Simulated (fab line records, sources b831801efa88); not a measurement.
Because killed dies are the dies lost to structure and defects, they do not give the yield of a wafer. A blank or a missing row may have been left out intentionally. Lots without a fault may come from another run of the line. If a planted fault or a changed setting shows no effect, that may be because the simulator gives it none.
Which of the tools did it? -- flow gf180mcu -- 12 lots with 36 wafers sampled at 5 steps, on a route of 602 steps

## WHAT THE GAUGES SHOWED, per wafer
GF_PSD_RS_MEAS_14: measurement is done with a four-point probe. Usual: NSD_RS gives 46.13 ohm/sq (standard deviation 0.081).
lot,measured,on,NSD_RS (ohm/sq),flag
L126,day 14 07:11,film_metro-01,45.99 46.09 46.08,
L127,day 15 03:04,film_metro-03,46.05 46.00 46.08,
L128,day 15 04:01,film_metro-02,46.06 46.04 46.15,
L131,day 16 11:11,film_metro-03,46.00 46.06 46.06,
L133,day 16 21:23,film_metro-01,46.11 46.15 46.26,
L138,day 18 10:13,film_metro-01,46.00 46.19 46.15,
L139,day 18 18:19,film_metro-02,44.73 44.76 44.68,OFF
L140,day 19 07:05,film_metro-01,44.82 44.94 44.70,OFF
L141,day 19 11:13,film_metro-03,46.14 46.15 46.11,
L144,day 20 10:58,film_metro-01,46.12 46.15 46.12,
L148,day 21 19:02,film_metro-03,46.09 46.14 46.16,
L149,day 22 00:44,film_metro-01,46.19 46.31 46.14,

GF_PSD_RS_MEAS_15: measurement is done with a four-point probe. Usual: PSD_RS gives 108.59 ohm/sq (standard deviation 0.29).
lot,measured,on,PSD_RS (ohm/sq),flag
L126,day 14 07:18,film_metro-01,108.60 108.49 108.52,
L127,day 15 03:11,film_metro-03,108.16 108.39 108.40,
L128,day 15 04:08,film_metro-02,108.21 108.31 108.24,
L131,day 16 11:18,film_metro-03,108.21 108.19 108.22,
L133,day 16 21:31,film_metro-01,108.73 108.69 108.55,
L138,day 18 10:20,film_metro-01,108.47 108.55 108.53,
L139,day 18 18:26,film_metro-02,103.50 103.73 103.34,OFF
L140,day 19 07:13,film_metro-01,103.17 103.67 103.51,OFF
L141,day 19 11:20,film_metro-03,108.82 108.66 108.75,
L144,day 20 11:05,film_metro-01,108.70 108.83 108.56,
L148,day 21 19:09,film_metro-03,108.69 108.76 108.60,
L149,day 22 00:52,film_metro-01,108.78 108.91 108.69,

GF_CONTACT_CD_MEAS_14 targets a cd of 220 nm. Usual: cd_nm reads 219.8 nm (standard deviation 1.4).
lot,measured,on,cd_nm (nm),flag
L126,day 16 04:13,cd_sem-01,219.5 219.7 219.7,
L127,day 17 01:06,cd_sem-01,217.6 218.8 218.3,
L128,day 17 02:54,cd_sem-02,219.4 219.0 219.1,
L131,day 18 09:58,cd_sem-02,218.1 217.1 217.6,
L133,day 18 21:38,cd_sem-01,220.8 219.3 220.6,
L138,day 20 11:48,cd_sem-02,217.8 219.6 218.3,
L139,day 20 21:20,cd_sem-02,222.5 222.6 222.5,
L140,day 21 10:08,cd_sem-01,221.7 221.2 219.9,
L141,day 21 13:49,cd_sem-01,219.3 220.5 221.1,
L144,day 22 12:29,cd_sem-01,221.6 221.0 220.4,
L148,day 23 18:46,cd_sem-02,221.9 221.4 221.5,
L149,day 23 22:38,cd_sem-01,219.8 218.6 218.9,

## EACH LOT AND THE TOOL THAT RAN IT (in order: tool; ch and the chambers of the sampled wafers; start)
lot,GF_VT_IMPLANT_RTA_45,GF_PSD_RTA_13
L126,"rtp_anneal-02 ch 0, day 7 11:35","rtp_anneal-01 ch 0, day 14 07:05"
L127,"rtp_anneal-02 ch 0, day 7 19:03","rtp_anneal-01 ch 0, day 15 02:58"
L128,"rtp_anneal-02 ch 0, day 7 23:34","rtp_anneal-02 ch 0, day 15 03:56"
L131,"rtp_anneal-02 ch 0, day 9 08:46","rtp_anneal-02 ch 0, day 16 11:05"
L133,"rtp_anneal-01 ch 0, day 9 14:08","rtp_anneal-01 ch 0, day 16 21:19"
L138,"rtp_anneal-01 ch 0, day 10 17:22","rtp_anneal-02 ch 0, day 18 10:08"
L139,"rtp_anneal-01 ch 0, day 11 02:30","rtp_anneal-01 ch 0, day 18 18:13"
L140,"rtp_anneal-01 ch 0, day 11 10:42","rtp_anneal-01 ch 0, day 19 07:00"
L141,"rtp_anneal-01 ch 0, day 11 16:06","rtp_anneal-02 ch 0, day 19 11:08"
L144,"rtp_anneal-02 ch 0, day 12 12:15","rtp_anneal-02 ch 0, day 20 10:52"
L148,"rtp_anneal-01 ch 0, day 13 16:13","rtp_anneal-02 ch 0, day 21 18:56"
L149,"rtp_anneal-02 ch 0, day 13 19:08","rtp_anneal-02 ch 0, day 22 00:39"
- GF_VT_IMPLANT_RTA_45: time 30 s.
- GF_PSD_RTA_13: time 20 s.

## WHAT THE TOOLS THEMSELVES READ (means of the sampled wafers that have a number; where no wafer has one, the mark that the record gives instead)
GF_VT_IMPLANT_RTA_45. Usual: lamp_power_pct 34.5 %, standard deviation 1.5; wafer_temp_C_max 1055.4, standard deviation 2.2.
lot,tool,lamp_power_pct (%),wafer_temp_C_max,flag
L126,rtp_anneal-02,36.1,1053.6,
L127,rtp_anneal-02,36.2,1053.0,
L128,rtp_anneal-02,36.2,1052.9,
L131,rtp_anneal-02,36.2,1053.2,
L133,rtp_anneal-01,33.1,1058.4,
L138,rtp_anneal-01,33.1,1056.5,
L139,rtp_anneal-01,33.1,1057.7,
L140,rtp_anneal-01,33.1,1055.8,
L141,rtp_anneal-01,33.1,1058.0,
L144,rtp_anneal-02,36.2,1053.5,
L148,rtp_anneal-01,33.1,1056.8,
L149,rtp_anneal-02,36.2,1053.7,

GF_PSD_RTA_13. Usual: lamp_power_pct 33.0 %, standard deviation 1.5; wafer_temp_C_max 1030.1, standard deviation 1.9.
lot,tool,lamp_power_pct (%),wafer_temp_C_max,flag
L126,rtp_anneal-01,31.7,1030.5,
L127,rtp_anneal-01,31.7,1031.2,
L128,rtp_anneal-02,34.6,1028.1,
L131,rtp_anneal-02,34.6,1027.6,
L133,rtp_anneal-01,31.7,1031.4,
L138,rtp_anneal-02,34.6,1028.5,
L139,rtp_anneal-01,32.4,1040.1,OFF
L140,rtp_anneal-01,32.4,1039.6,OFF
L141,rtp_anneal-02,34.6,1028.1,
L144,rtp_anneal-02,34.6,1028.2,
L148,rtp_anneal-02,34.6,1028.2,
L149,rtp_anneal-02,34.6,1028.5,

## THE ANSWER, worked out from the rows above alone
Rule: lot off if the mean of its wafers having a number is beyond 3 standard deviations from the usual mean. A lot without any number at a reading at which 4 lots or more have one is off too. Any other lot the step has rows for is counted as sound. First the gauges in route order, then the tools' own readings, where a lot's mean is used as printed above. The first step at which some lot is off is used, and at that step the reading that is off furthest; a lot without a number counts as furthest.
Off: L139, L140, at GF_PSD_RS_MEAS_14 (NSD_RS).
If a tool, at a process step before that reading, ran all the lots that are off and no sound lot after the first of them, it fits. Not tried: the gauges at GF_PSD_RS_MEAS_14; whatever is off there is also off at GF_PSD_RTA_13, on other tools, and gauge error can't account for it. One fits: rtp_anneal-01 at GF_PSD_RTA_13. A fault onset in the window from L133 (day 16 21:19, its last sound lot) to L139 (day 18 18:13, its first lot off) fits.
The tool's own readings at GF_PSD_RTA_13 bear it out: on the lots that are off they differ by more than 5 times the standard deviation of the sound lots' means. wafer_temp_C_max reads 1039.8 there against 1029.0 on the sound lots.

## WHAT THE SIMULATOR HAD INSERTED
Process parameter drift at GF_PSD_RTA_13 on rtp_anneal-01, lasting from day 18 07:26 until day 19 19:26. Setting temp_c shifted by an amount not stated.
Struck lots among those shown: L139, L140. This agrees with what the rule above found.
